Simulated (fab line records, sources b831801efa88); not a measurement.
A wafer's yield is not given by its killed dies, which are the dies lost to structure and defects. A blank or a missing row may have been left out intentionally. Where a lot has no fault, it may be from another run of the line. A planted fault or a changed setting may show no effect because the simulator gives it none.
fab line records -- flow sky130
[record] lots = 6, wafers = 18, lastDay = 50
route steps=708 shown CONTACT@407 PAD_OPEN@708
lots that met no fault: taken from a fault-free run of the same line
startH: hours from the record's first day to the start of the lot's first wafer shown -- waitH: hours from the lot's prior step to this one -- " identical to the entry in the row above -- L1.1+2: one row covering several wafers at once -- - value missing, or start not given -- * or withheld: withheld -- < > ~ a bound
route shown NAME@n: a module of which the file shows steps, and the number in the route of the first -- usual: average and standard deviation across the fault-free wafers -- same: alike in all rows -- chamber/n: place in a boat -- sites: the reading at each site -- _std_site: the values' standard deviation -- _edge_site: outer sites' mean less inner sites' -- radiusMm: for every site, how far away it sits from the centre of the wafer -- mask NAME#n: copy n -- behind: the tool/chamber that last shaped the wafer -- hold: what put the lot on hold/how long, in hours/how the hold closed -- device: the n, p or np transistor that did not switch -- end of line: tests of these same wafers at the route's end -- for a step that has no rows: nothing shown but its recipe -- killed: not the wafer's yield, but the dies lost to structure and defects at the first sort -- map: dies across one wafer; x = killed, . = not, _ = none there
set.NAME: the setting as run; set.NAME@STEP: as run at that earlier step -- model.NAME: the simulator's own value behind a step, which no gauge read
lots at some steps of the route; a table a step, a row a wafer
services: from which hour (startH, from the record's first day; less than 0 if before it) a tool's chamber was out of use, for how many hours, and why
[[steps]]
[step SKY_CONTACT_THK_MEAS_01]
[recipe] reads = Si3N4_of_CONTACT_CVD_00
[usual] CONTACT_CVD_00_THK = 75.0/1.2
lot.wafer,tool,chamber,startH,waitH,CONTACT_CVD_00_THK[nm]
L930.1,filmMetro-02,-,725.68,-,74.1
L930.4,filmMetro-02,-,725.68,-,75.4
L930.5,filmMetro-02,-,725.68,-,76.6
L935.4,filmMetro-04,-,767.36,-,73.0
L935.5,filmMetro-04,-,767.36,-,73.9
L935.6,filmMetro-04,-,767.36,-,74.0
L940.1,filmMetro-04,-,801.69,-,74.0
L940.3,filmMetro-04,-,801.69,-,75.4
L940.4,filmMetro-04,-,801.69,-,75.6
L941.3,filmMetro-02,-,807.90,-,73.3
L941.4,filmMetro-02,-,807.90,-,75.1
L941.6,filmMetro-02,-,807.90,-,75.8
L950.1,filmMetro-01,-,877.11,-,73.2
L950.2,filmMetro-01,-,877.11,-,72.5
L950.3,filmMetro-01,-,877.11,-,73.5
L951.1,filmMetro-02,-,882.79,-,72.7
L951.2,filmMetro-02,-,882.79,-,74.6
L951.3,filmMetro-02,-,882.79,-,73.6
[step SKY_CONTACT_HDPCVD_02]
[recipe] material = SiO2, targetThkNm = 565, sigmaOpenFrac = 0.3, timeS = 97.2, tempC = 600, sih4FlowSccm = 60, pressureMtorr = 6
[step SKY_CONTACT_THK_MEAS_03]
[recipe] reads = SiO2_of_CONTACT_HDPCVD_02
[usual] CONTACT_HDPCVD_THK = 584/7.3
lot.wafer,tool,chamber,startH,waitH,CONTACT_HDPCVD_THK[nm]
L930.1,filmMetro-04,-,725.81,0.0,588
L930.4,filmMetro-04,-,725.81,0.0,582
L930.5,filmMetro-04,-,725.81,0.0,573
L935.4,filmMetro-01,-,767.49,0.0,589
L935.5,filmMetro-01,-,767.49,0.0,582
L935.6,filmMetro-01,-,767.49,0.0,589
L940.1,filmMetro-02,-,801.82,0.0,577
L940.3,filmMetro-02,-,801.82,0.0,572
L940.4,filmMetro-02,-,801.82,0.0,590
L941.3,filmMetro-01,-,808.03,0.1,576
L941.4,filmMetro-01,-,808.03,0.1,581
L941.6,filmMetro-01,-,808.03,0.1,597
L950.1,filmMetro-04,-,877.24,0.0,581
L950.2,filmMetro-04,-,877.24,0.0,593
L950.3,filmMetro-04,-,877.24,0.0,578
L951.1,filmMetro-01,-,882.92,0.0,596
L951.2,filmMetro-01,-,882.92,0.0,587
L951.3,filmMetro-01,-,882.92,0.0,583
[step SKY_CONTACT_CMP_04]
[recipe] material = SiO2, downForcePsi = 4, platenRpm = 60, padVelocityMS = 0.94248
[usual] motorCurrentA = 12.3/1.1, platenRpm = 60.00/0.038, timeToEndpointS = 85/5.2
lot.wafer,tool,chamber,startH,waitH,motorCurrentA,platenRpm,timeToEndpointS
L930.1,cmp-01,3,725.92,0.1,11.0,60.00,91
L930.4,cmp-01,0,725.92,0.1,11.5,60.02,81
L930.5,cmp-01,2,725.92,0.1,11.8,59.96,91
L935.4,cmp-01,2,767.52,0.0,11.7,60.00,95
L935.5,cmp-01,2,767.52,0.0,11.2,59.98,93
L935.6,cmp-01,3,767.52,0.0,10.9,60.03,88
L940.4,cmp-01,1,801.93,0.1,13.9,60.00,82
L940.1,cmp-01,2,801.93,0.1,11.6,59.97,90
L940.3,cmp-01,3,801.93,0.1,10.8,60.05,78
L941.3,cmp-01,1,808.12,0.1,14.4,60.05,84
L941.4,cmp-01,2,808.12,0.1,11.2,60.03,91
L941.6,cmp-01,1,808.12,0.1,13.4,60.02,88
L950.2,cmp-01,1,877.30,0.0,14.0,59.97,85
L950.1,cmp-01,2,877.30,0.0,11.3,60.00,89
L950.3,cmp-01,3,877.30,0.0,11.1,60.05,79
L951.1,cmp-01,1,882.98,0.1,13.7,59.98,86
L951.3,cmp-01,3,882.98,0.1,10.8,60.00,82
L951.2,cmp-01,0,882.98,0.1,11.3,59.97,81
[step SKY_CONTACT_BOW_MEAS_05]
[recipe] mode = bow
[usual] CONTACT_BOW = 80/7.2
lot.wafer,tool,chamber,startH,waitH,CONTACT_BOW[um]
L930.1,filmMetro-04,-,726.17,0.2,85
L930.4,filmMetro-04,-,726.17,0.2,96
L930.5,filmMetro-04,-,726.17,0.2,84
L935.4,filmMetro-01,-,767.88,0.3,89
L935.5,filmMetro-01,-,767.88,0.3,85
L935.6,filmMetro-01,-,767.88,0.3,88
L940.1,filmMetro-04,-,802.18,0.1,87
L940.3,filmMetro-04,-,802.18,0.1,76
L940.4,filmMetro-04,-,802.18,0.1,73
L941.3,filmMetro-04,-,808.41,0.2,77
L941.4,filmMetro-04,-,808.41,0.2,78
L941.6,filmMetro-04,-,808.41,0.2,80
L950.1,filmMetro-02,-,877.60,0.2,70
L950.2,filmMetro-02,-,877.60,0.2,76
L950.3,filmMetro-02,-,877.60,0.2,75
L951.1,filmMetro-04,-,883.28,0.2,72
L951.2,filmMetro-04,-,883.28,0.2,89
L951.3,filmMetro-04,-,883.28,0.2,77
[step SKY_CONTACT_DEHYDRATE_06]
[recipe] tempC = 200, timeS = 60
[step SKY_CONTACT_HMDS_07]
[recipe] primeTimeS = 60, primeTempC = 120
[step SKY_CONTACT_COAT_08]
[recipe] resist = BARC, tempC = withheld, timeS = withheld, spinRpm = 3000, resistThkNm = 60
[step SKY_CONTACT_COAT_09]
[recipe] resist = KrF-thick, spinRpm = 3000, resistThkNm = 450
[step SKY_CONTACT_SOFTBAKE_10]
[recipe] tempC = 100, timeS = 90, resist = KrF-thick
[step SKY_CONTACT_EXPOSE_11]
[recipe] maskId = CTM1, na = 0.8, sourceShape = annular, sigmaInner = 0.55, sigmaOuter = 0.85, targetCdNm = 170, doseMj = 38
[step SKY_CONTACT_PEB_12]
[recipe] pebTempC = withheld, pebTimeS = withheld, resist = KrF-thick
[step SKY_CONTACT_DEVELOP_13]
[recipe] developTimeS = 60, resist = KrF-thick, devTempC = 21
[usual] developerTempC = 20.98/0.1
[same] developTimeS = 60
lot.wafer,tool,chamber,startH,waitH,developerTempC
L930.1,lithoTrack-03,0,753,-,20.98
L930.4,lithoTrack-03,0,753,-,20.90
L930.5,lithoTrack-03,0,753,-,21.08
L935.4,lithoTrack-04,0,794,-,21.06
L935.5,lithoTrack-04,0,794,-,21.09
L935.6,lithoTrack-04,0,794,-,21.01
L940.1,lithoTrack-03,0,828,-,21.74
L940.3,lithoTrack-03,0,828,-,21.67
L940.4,lithoTrack-03,0,828,-,21.74
L941.3,lithoTrack-03,0,834,-,21.58
L941.4,lithoTrack-03,0,834,-,21.70
L941.6,lithoTrack-03,0,834,-,21.68
L950.1,lithoTrack-04,0,903,-,21.17
L950.2,lithoTrack-04,0,903,-,21.02
L950.3,lithoTrack-04,0,903,-,20.98
L951.1,lithoTrack-02,0,908,-,20.80
L951.2,lithoTrack-02,0,909,-,21.04
L951.3,lithoTrack-02,0,909,-,21.02
[step SKY_CONTACT_CD_MEAS_14]
[recipe] targetCdNm = 170
[usual] cdNm = 169.7/1.4
lot.wafer,tool,chamber,startH,waitH,cdNm
L930.1,cdSem-01,-,753.85,-,170.2
L930.4,cdSem-01,-,753.85,-,170.3
L930.5,cdSem-01,-,753.85,-,171.8
L935.4,cdSem-01,-,794.79,-,169.3
L935.5,cdSem-01,-,794.79,-,170.0
L935.6,cdSem-01,-,794.79,-,169.4
L940.1,cdSem-01,-,828.25,-,173.7
L940.3,cdSem-01,-,828.25,-,172.3
L940.4,cdSem-01,-,828.25,-,173.0
L941.3,cdSem-02,-,834.64,-,169.4
L941.4,cdSem-02,-,834.64,-,170.2
L941.6,cdSem-02,-,834.64,-,169.5
L950.1,cdSem-02,-,903.73,-,170.1
L950.2,cdSem-02,-,903.73,-,171.5
L950.3,cdSem-02,-,903.73,-,171.2
L951.1,cdSem-01,-,909.14,-,169.2
L951.2,cdSem-01,-,909.14,-,169.4
L951.3,cdSem-01,-,909.14,-,170.4
[step SKY_PAD_OPEN_PROBE_99]
[usual] killed_at_M0_to_M3 = 42/7, killed_at_M4_up = 3.2/1.6, killedAtContacts = 24/5.8, killedAtFrontEnd = 16/4.3, killedAtOther = 0.3/0.62, killedDies = 86/9.5, killedOpen = 46/6.4, killedShort = 39/6.3
[same] grossDies = 492, killedAtBackSide = 0
lot.wafer,tool,chamber,startH,waitH,killed_at_M0_to_M3,killed_at_M4_up,killedAtContacts,killedAtFrontEnd,killedAtOther,killedDies,killedOpen,killedShort
L930.1,prober-02,-,1092.06,0.1,38,3,16,17,0,74,38,35
L930.4,prober-02,-,1092.21,0.2,52,2,25,14,1,94,53,41
L930.5,prober-02,-,1092.26,0.2,53,0,20,18,0,91,54,37
L935.4,prober-01,-,1121.85,0.2,30,5,26,17,0,78,41,37
L935.5,prober-01,-,1121.90,0.2,38,1,23,11,0,73,38,35
L935.6,prober-01,-,1121.95,0.2,41,4,22,21,0,88,42,46
L940.1,prober-02,-,1147.97,0.1,40,4,30,20,0,94,51,43
L940.3,prober-02,-,1148.07,0.2,49,1,27,16,0,93,53,39
L940.4,prober-02,-,1148.12,0.2,30,7,23,18,0,78,45,33
L941.3,prober-01,-,1150.55,0.2,58,4,24,16,0,102,53,48
L941.4,prober-01,-,1150.60,0.2,36,2,20,12,0,70,39,31
L941.6,prober-01,-,1150.70,0.2,35,1,18,13,0,67,38,28
L950.1,prober-02,-,1195.82,0.1,31,5,35,15,2,88,45,42
L950.2,prober-02,-,1195.87,0.1,39,4,10,14,0,67,37,29
L950.3,prober-02,-,1195.92,0.2,30,3,26,19,0,78,47,30
L951.1,prober-01,-,1200.81,0.1,50,3,19,16,0,88,47,41
L951.2,prober-01,-,1200.86,0.1,46,6,17,22,0,91,44,47
L951.3,prober-01,-,1200.91,0.2,44,5,25,10,0,84,43,41
// killed by level:class
L930.1 VIA2:geometricParticle:open=10 POLY_GATE:geometricParticle:short=8 POLY_GATE:geometricParticle:open=6 CONTACT:geometricParticle:open=6 VIA1:geometricParticle:open=6 VIA1:geometricParticle:short=4 VIA3:geometricParticle:open=4 LOCAL_INTERCONNECT:geometricParticle:short=3
L930.4 VIA1:geometricParticle:open=14 VIA2:geometricParticle:open=8 VIA3:geometricParticle:open=8 CONTACT:geometricParticle:open=6 VIA1:geometricParticle:short=6 POLY_GATE:geometricParticle:open=5 LI_CONTACT:geometricParticle:open=5 METAL1:geometricParticle:short=5
L930.5 VIA3:geometricParticle:open=12 VIA1:geometricParticle:open=11 VIA2:geometricParticle:open=9 CONTACT:geometricParticle:open=7 FIELD_ISO:geometricParticle:short=5 POLY_GATE:geometricParticle:short=5 LI_CONTACT:geometricParticle:open=5 METAL1:geometricParticle:short=5
L935.4 VIA2:geometricParticle:open=9 LI_CONTACT:geometricParticle:open=7 CONTACT:geometricParticle:open=6 POLY_GATE:geometricParticle:short=5 LOCAL_INTERCONNECT:geometricParticle:short=5 FIELD_ISO:geometricParticle:open=4 POLY_GATE:geometricParticle:open=4 CONTACT:geometricParticle:short=4
L935.5 VIA3:geometricParticle:open=9 CONTACT:geometricParticle:open=7 FIELD_ISO:geometricParticle:short=6 LOCAL_INTERCONNECT:geometricParticle:short=5 CONTACT:geometricParticle:short=5 VIA2:geometricParticle:open=5 VIA1:geometricParticle:open=5 LI_CONTACT:geometricParticle:open=4
L935.6 LI_CONTACT:geometricParticle:open=10 FIELD_ISO:geometricParticle:short=8 METAL1:geometricParticle:short=7 VIA2:geometricParticle:open=6 METAL2:geometricParticle:short=5 VIA1:geometricParticle:open=5 VIA3:geometricParticle:open=5 POLY_GATE:geometricParticle:short=4
L940.1 VIA1:geometricParticle:open=13 CONTACT:geometricParticle:open=11 LI_CONTACT:geometricParticle:open=8 POLY_GATE:geometricParticle:short=7 VIA2:geometricParticle:open=7 VIA1:geometricParticle:short=6 LOCAL_INTERCONNECT:geometricParticle:short=5 CONTACT:geometricParticle:short=5
L940.3 VIA1:geometricParticle:open=12 CONTACT:geometricParticle:short=11 VIA3:geometricParticle:open=11 VIA2:geometricParticle:open=7 CONTACT:geometricParticle:open=7 METAL1:geometricParticle:short=5 VIA1:geometricParticle:short=5 FIELD_ISO:geometricParticle:open=4
L940.4 CONTACT:geometricParticle:open=10 LI_CONTACT:geometricParticle:open=7 VIA1:geometricParticle:open=6 VIA2:geometricParticle:open=6 POLY_GATE:geometricParticle:open=5 METAL1:geometricParticle:short=5 VIA1:geometricParticle:short=4 METAL4:geometricParticle:short=4
L941.3 CONTACT:geometricParticle:open=12 VIA1:geometricParticle:open=11 METAL2:geometricParticle:short=10 VIA3:geometricParticle:open=10 LOCAL_INTERCONNECT:geometricParticle:short=8 VIA1:geometricParticle:short=7 METAL1:geometricParticle:short=6 VIA2:geometricParticle:open=5
L941.4 VIA1:geometricParticle:open=10 VIA2:geometricParticle:open=8 LOCAL_INTERCONNECT:geometricParticle:short=6 CONTACT:geometricParticle:open=6 CONTACT:geometricParticle:short=4 METAL2:geometricParticle:short=4 FIELD_ISO:geometricParticle:short=3 FIELD_ISO:geometricParticle:open=3
L941.6 CONTACT:geometricParticle:open=7 VIA3:geometricParticle:open=7 VIA2:geometricParticle:open=6 FIELD_ISO:geometricParticle:open=4 FIELD_ISO:geometricParticle:short=4 LI_CONTACT:geometricParticle:open=4 CONTACT:geometricParticle:short=4 VIA1:geometricParticle:open=4
L950.1 CONTACT:geometricParticle:open=11 LI_CONTACT:geometricParticle:open=9 LOCAL_INTERCONNECT:geometricParticle:short=8 VIA2:geometricParticle:open=7 METAL1:geometricParticle:short=5 VIA3:geometricParticle:open=5 LI_CONTACT:geometricParticle:short=4 METAL2:geometricParticle:short=4
L950.2 VIA2:geometricParticle:open=9 POLY_GATE:geometricParticle:open=7 METAL1:geometricParticle:short=7 VIA1:geometricParticle:open=6 CONTACT:geometricParticle:open=5 VIA3:geometricParticle:open=5 METAL4:geometricParticle:short=4 FIELD_ISO:geometricParticle:short=3
L950.3 VIA2:geometricParticle:open=10 LI_CONTACT:geometricParticle:open=8 FIELD_ISO:geometricParticle:open=6 CONTACT:geometricParticle:short=6 LOCAL_INTERCONNECT:geometricParticle:short=5 CONTACT:geometricParticle:open=5 VIA1:geometricParticle:open=5 VIA3:geometricParticle:open=5
L951.1 VIA2:geometricParticle:open=8 VIA1:geometricParticle:open=8 METAL2:geometricParticle:short=6 VIA1:geometricParticle:short=6 METAL1:geometricParticle:short=5 LI_CONTACT:geometricParticle:open=5 CONTACT:geometricParticle:open=5 CONTACT:geometricParticle:short=5
L951.2 METAL2:geometricParticle:short=13 VIA3:geometricParticle:open=8 CONTACT:geometricParticle:open=6 FIELD_ISO:geometricParticle:short=5 VIA1:geometricParticle:open=5 POLY_GATE:geometricParticle:short=5 LI_CONTACT:geometricParticle:open=5 FIELD_ISO:geometricParticle:open=4
L951.3 VIA1:geometricParticle:open=13 CONTACT:geometricParticle:open=11 CONTACT:geometricParticle:short=6 VIA3:geometricParticle:open=6 METAL1:geometricParticle:short=5 VIA1:geometricParticle:short=5 METAL4:geometricParticle:short=5 LOCAL_INTERCONNECT:geometricParticle:short=4
[[services]]
tool,chamber,startH,hours,kind
lithoTrack-02,-,834.27,-,consumableReplace:filter
cmp-01,-,843.30,5.4,pm
cmp-01,-,863.45,1.8,repair
[[key]]
[firstSign] step = SKY_CONTACT_DEVELOP_13, reading = developerTempC, direction = up, sigmas = 6.9, usual = *, struck = *
effect none on later readings
metAt SKY_CONTACT_DEVELOP_13
struckWafers L940.1,L940.3,L940.4,L941.3,L941.4,L941.6
testerLeftOut L940,L941
onsetBetween 753 828
[fault] kind = processParameterDrift, tool = lithoTrack-03, chamber = -, onsetH = 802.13, steps = SKY_CONTACT_DEVELOP_13, channel = devTempC, offset = *, shape = step, endH = 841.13, actsIn = *, stated = *
// testerLeftOut: of these lots the tester's yield and bins aren't shown, on N5 and GAA mostly nor the transistor test; their killed dies are dies lost to structure and defects alone, not to doping, threshold or leakage, so they don't give the yield
